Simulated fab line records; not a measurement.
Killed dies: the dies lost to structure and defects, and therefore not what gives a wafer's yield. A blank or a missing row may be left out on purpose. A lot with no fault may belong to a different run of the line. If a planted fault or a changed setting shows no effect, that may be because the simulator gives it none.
fab line records | flow sky130
record lots=6 wafers=18 last-day=48
route steps=708 shown NWELL@79 PWDE@84 VT_ADJUST_HVTP@85 VT_ADJUST_LVTN@97
lots untouched by any fault: they come from a run of this same line in which no faults occurred
start-h: hours from the record's first day to the start of the lot's first wafer shown | wait-h: hours from the lot's prior step to this one | " unchanged from the row above | L1.1+2: a row that stands for several wafers | - either no value or no given start | * or withheld: withheld | < > ~ a bound
route shown NAME@n: NAME is a module with steps in the file, n the number in the route of the first one | usual: mean/standard deviation of fault-free wafers | same: alike in all rows | chamber/n: place in a boat | sites: each site's reading | _std_site: standard deviation across them | _edge_site: the outer-site mean with the inner-site mean subtracted | radius-mm: for every site, how far away it sits from the centre of the wafer | mask NAME#n: copy n | behind: the tool/chamber that last shaped the wafer | hold: why the lot went on hold/how many hours it stayed there/how the hold came to an end | device: transistor that didn't switch, given as n, p or np | end of line: the same wafers' tests at the end of the route | where a step has no rows: the recipe by itself | killed: the dies lost at the first sort to structure and to defects; this is not the yield of the wafer | map: dies across one wafer; x = killed, . = not, _ = none there
set.NAME: the setting as run; set.NAME@STEP: as run at that earlier step | model.NAME: the simulator's own value behind a step, which no gauge read
lots at selected steps of the route; one table per step, one row per wafer
services: when a tool's chamber went out of use (start-h, in hours from the record's first day, below 0 if earlier), for how many hours, and the reason
## steps
# step SKY_NWELL_TW_MEAS_26
# usual NWELL_2_TW=499.8/2.7
# columns lot.wafer tool chamber start-h wait-h NWELL_2_TW
L195.1 film-metro-01 - 104.31 0.1 500.7
L195.3 " - " " 499.0
L195.6 " - " " 499.8
L197.3 film-metro-01 - 120.06 0.1 504.1
L197.4 " - " " 500.7
L197.5 " - " " 503.3
L202.1 film-metro-01 - 150.04 0.1 501.3
L202.3 " - " " 503.8
L202.4 " - " " 502.6
L205.1 film-metro-04 - 163.84 0.1 501.2
L205.2 " - " " 501.9
L205.6 " - " " 498.3
L206.1 film-metro-01 - 169.14 0.1 503.0
L206.4 " - " " 499.3
L206.6 " - " " 501.8
L208.1 film-metro-01 - 181.07 0.1 498.8
L208.3 " - " " 496.0
L208.6 " - " " 497.1
# step SKY_NWELL_CLEAN_27
# recipe chemistry=SC1/SC2 mix=1:4:20 temp-c=70 time-s=150 dry=n2-spin
# step SKY_NWELL_RTA_28
# recipe temp-c=1050 time-s=30 idle-temp-c=650 ramp-up-c-per-s=150 ramp-down-c-per-s=90 ambient=N2
# usual lamp-power-pct=25.31/0.052 wafer_temp_C_max=1054.8/0.94
# columns lot.wafer tool chamber start-h wait-h lamp-power-pct wafer_temp_C_max
L195.1 rtp-anneal-02 0 104.47 0.0 25.32 1055.1
L195.3 " 0 " " 25.33 1055.2
L195.6 " 0 " " 25.36 1053.7
L197.3 rtp-anneal-02 0 120.19 0.0 25.28 1055.3
L197.4 " 0 " " 25.37 1055.6
L197.5 " 0 " " 25.31 1054.4
L202.1 rtp-anneal-02 0 150.15 0.0 25.28 1055.2
L202.3 " 0 " " 25.20 1055.8
L202.4 " 0 " " 25.25 1056.5
L205.1 rtp-anneal-01 0 163.95 0.0 25.27 1054.8
L205.2 " 0 " " 25.24 1054.2
L205.6 " 0 " " 25.37 1056.3
L206.1 rtp-anneal-02 0 169.25 0.0 25.25 1054.8
L206.4 " 0 " " 25.34 1053.9
L206.6 " 0 " " 25.36 1056.3
L208.1 rtp-anneal-01 0 181.18 0.0 25.27 1053.7
L208.3 " 0 " " 25.34 1055.0
L208.6 " 0 " " 25.30 1055.2
# step SKY_NWELL_RS_MEAS_29
# recipe thk-meas-gauge=four-point-probe
# usual NWELL_RS=625.5/1.7
# columns lot.wafer tool chamber start-h wait-h NWELL_RS[ohm/sq]
L195.1 film-metro-02 - 104.57 0.1 627.6
L195.3 " - " " 627.6
L195.6 " - " " 627.8
L197.3 film-metro-02 - 120.29 0.1 627.3
L197.4 " - " " 628.1
L197.5 " - " " 627.1
L202.1 film-metro-04 - 150.25 0.1 623.0
L202.3 " - " " 622.2
L202.4 " - " " 622.1
L205.1 film-metro-02 - 164.05 0.1 627.8
L205.2 " - " " 625.7
L205.6 " - " " 624.2
L206.1 film-metro-04 - 169.35 0.1 624.9
L206.4 " - " " 625.2
L206.6 " - " " 626.7
L208.1 film-metro-02 - 181.28 0.1 628.7
L208.3 " - " " 625.1
L208.6 " - " " 627.3
# step SKY_NWELL_RS_MEAS_31
# recipe thk-meas-gauge=four-point-probe
# usual PWDE_RS=5275/22
# columns lot.wafer tool chamber start-h wait-h PWDE_RS[ohm/sq]
L195.1 film-metro-02 - 104.81 0.1 5264
L195.3 " - " " 5249
L195.6 " - " " 5237
L197.3 film-metro-02 - 120.53 0.1 5302
L197.4 " - " " 5288
L197.5 " - " " 5285
L202.1 film-metro-04 - 150.49 0.1 5252
L202.3 " - " " 5241
L202.4 " - " " 5222
L205.1 film-metro-02 - 164.29 0.1 5284
L205.2 " - " " 5273
L205.6 " - " " 5255
L206.1 film-metro-04 - 169.59 0.1 5235
L206.4 " - " " 5227
L206.6 " - " " 5244
L208.1 film-metro-02 - 181.52 0.1 5305
L208.3 " - " " 5296
L208.6 " - " " 5301
# step SKY_VT_ADJUST_HVTP_DEHYDRATE_00
# recipe temp-c=200 time-s=60
# step SKY_VT_ADJUST_HVTP_HMDS_01
# recipe prime-time-s=60 prime-temp-c=120
# step SKY_VT_ADJUST_HVTP_COAT_02
# recipe resist=NOVOLAK spin-rpm=3000 resist-thk-nm=1140
# step SKY_VT_ADJUST_HVTP_SOFTBAKE_03
# recipe temp-c=90 time-s=60 resist=NOVOLAK
# step SKY_VT_ADJUST_HVTP_EXPOSE_04
# recipe mask-id=HVTPM na=0.6 source-shape=conventional sigma-outer=0.6 polarization=unpolarized target-cd-nm=380 dose-mj=140
# step SKY_VT_ADJUST_HVTP_PEB_05
# recipe temp-c=withheld time-s=* resist=NOVOLAK
# step SKY_VT_ADJUST_HVTP_DEVELOP_06
# recipe resist=NOVOLAK developer=TMAH develop-time-s=60 dev-temp-c=23
# columns lot.wafer tool chamber start-h wait-h
L195.1+3+6 litho-track-03 0 122.26 0.1
L197.3+4+5 litho-track-01 0 138.06 0.1
L202.1+3+4 litho-track-03 0 170.31 0.1
L205.1+2+6 litho-track-01 0 184.56 0.1
L206.1+4+6 litho-track-01 0 190.91 0.1
L208.1+3+6 litho-track-04 0 202.91 0.1
# step SKY_VT_ADJUST_HVTP_CD_MEAS_07
# recipe target-cd-nm=380
# usual cd-nm=380.8/2.2
# columns lot.wafer tool chamber start-h wait-h cd-nm
L195.1 cd-sem-02 - 122.41 0.1 380.1
L195.3 " - " " 382.1
L195.6 " - " " 381.0
L197.3 cd-sem-02 - 138.20 0.1 381.6
L197.4 " - " " 380.7
L197.5 " - " " 382.3
L202.1 cd-sem-02 - 170.46 0.1 382.6
L202.3 " - " " 382.4
L202.4 " - " " 378.7
L205.1 cd-sem-02 - 184.71 0.1 -
L205.2 " - " " -
L205.6 " - " " -
L206.1 cd-sem-01 - 191.06 0.1 -
L206.4 " - " " -
L206.6 " - " " -
L208.1 cd-sem-02 - 203.06 0.1 383.2
L208.3 " - " " 382.9
L208.6 " - " " 382.7
# step SKY_VT_ADJUST_HVTP_OVL_MEAS_08
# usual VT_ADJUST_HVTP_OVL=-0.4/1.7
# columns lot.wafer tool chamber start-h wait-h VT_ADJUST_HVTP_OVL[nm]
L195.1 overlay-02 - 122.53 0.1 2.6
L195.3 " - " " 3.5
L195.6 " - " " 3.4
L197.3 overlay-01 - 138.30 0.1 0.1
L197.4 " - " " -0.4
L197.5 " - " " -1.6
L202.1 overlay-01 - 170.58 0.1 0.8
L202.3 " - " " 1.9
L202.4 " - " " 2.3
L205.1 overlay-01 - 184.83 0.1 -
L205.2 " - " " -
L205.6 " - " " -
L206.1 overlay-01 - 191.18 0.1 -
L206.4 " - " " -
L206.6 " - " " -
L208.1 overlay-01 - 203.18 0.1 1.5
L208.3 " - " " -0.8
L208.6 " - " " -0.3
# step SKY_VT_ADJUST_HVTP_IMPLANT_09
# recipe species=As energy-kev=150 dose-cm2=4.3e+12 tilt-deg=withheld
# step SKY_VT_ADJUST_HVTP_STRIP_10
# recipe chemistry=O2/N2 power-w=1400 pressure-mtorr=1500 platen-temp-c=withheld o2-flow-sccm=3000 n2-flow-sccm=300 overash-fraction=0.5
# usual drypump-motor-current-A=5.5/0.46 oes-product-au=0.716/0.0045 strip-time-to-endpoint-s=14.18/0.034
# columns lot.wafer tool chamber start-h wait-h drypump-motor-current-A oes-product-au rf-hours-counter-h strip-time-to-endpoint-s
L195.1 plasma-asher-03 1 122.71 0.1 5.7 0.716 45 14.11
L195.3 " 1 " " 5.7 0.717 - 14.13
L195.6 " 1 " " 5.7 0.706 - 14.15
L197.3 plasma-asher-03 1 138.50 0.1 5.7 0.718 - 14.19
L197.4 " 0 " " 4.9 0.715 - 14.24
L197.5 " 0 " " 4.9 0.713 - 14.21
L202.1 plasma-asher-04 0 170.76 0.1 6.2 0.716 36 14.17
L202.3 " 1 " " 4.8 0.726 - 14.17
L202.4 " 0 " " 6.2 0.723 - 14.18
L205.1 plasma-asher-04 0 185.02 0.1 6.2 0.715 37 14.18
L205.2 " 1 " " 4.8 0.712 37 14.21
L205.6 " 1 " " 4.8 0.715 - 14.23
L206.1 plasma-asher-04 0 191.37 0.1 6.2 0.707 38 14.15
L206.4 " 0 " " 6.2 0.719 - 14.16
L206.6 " 0 " " 6.2 0.712 - 14.17
L208.1 plasma-asher-01 0 203.36 0.1 5.7 0.713 8 14.16
L208.3 " 0 " " 5.7 0.711 - 14.22
L208.6 " 0 " " 5.7 0.722 - 14.19
# step SKY_VT_ADJUST_HVTP_TW_MEAS_11
# usual VT_ADJUST_HVTP_TW=1359/12
# columns lot.wafer tool chamber start-h wait-h VT_ADJUST_HVTP_TW
L195.1 film-metro-01 - 122.81 0.1 1367
L195.3 " - " " 1361
L195.6 " - " " 1373
L197.3 film-metro-03 - 138.59 0.1 1348
L197.4 " - " " 1346
L197.5 " - " " 1342
L202.1 film-metro-02 - 170.86 0.1 1367
L202.3 " - " " 1367
L202.4 " - " " 1365
L205.1 film-metro-01 - 185.12 0.1 30
L205.2 " - " " 30
L205.6 " - " " 30
L206.1 film-metro-02 - 191.47 0.1 30
L206.4 " - " " 30
L206.6 " - " " 30
L208.1 film-metro-01 - 203.46 0.1 1356
L208.3 " - " " 1359
L208.6 " - " " 1365
# step SKY_VT_ADJUST_LVTN_DEHYDRATE_00
# recipe temp-c=200 time-s=60
## services
# columns tool chamber start-h hours kind
plasma-asher-01 - 82.22 0.8 repair
plasma-asher-01 - 89.06 1.5 repair
plasma-asher-01 - 100.36 2.8 pm
plasma-asher-01 - 108.75 9.0 pm
plasma-asher-01 0 108.75 9.0 vent-cycle
plasma-asher-01 1 108.75 9.0 vent-cycle
plasma-asher-01 0 117.75 - clean
plasma-asher-01 1 117.75 - clean
## key
first-sign step=SKY_VT_ADJUST_HVTP_CD_MEAS_07 reading=cd-nm direction=missing
effect step=SKY_VT_ADJUST_HVTP_OVL_MEAS_08 reading=VT_ADJUST_HVTP_OVL direction=missing
effect step=SKY_VT_ADJUST_HVTP_TW_MEAS_11 reading=VT_ADJUST_HVTP_TW direction=down sigmas=99+ usual=1359 struck=30
met-at SKY_VT_ADJUST_HVTP_DEVELOP_06
struck-wafers L205.1,L205.2,L205.6,L206.1,L206.4,L206.6
sort-left-out L205.1,L205.2,L205.6,L206.1,L206.4,L206.6
tester-left-out L205,L206
onset-between 138.06 184.56
fault kind=process-parameter-drift tool=litho-track-01 chamber=- onset-h=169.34 steps=SKY_VT_ADJUST_HVTP_DEVELOP_06 channel=develop-time-s offset=* shape=step end-h=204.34 acts-in=* stated=*
# tester-left-out: of these lots the tester's yield and bins aren't shown, on N5 and GAA mostly nor the transistor test; their killed dies are dies lost to structure and defects alone, not to doping, threshold or leakage, so they don't give the yield
# sort-left-out: the simulated sort isn't trusted on such a fault, so these wafers' sort isn't shown, and their yield isn't known
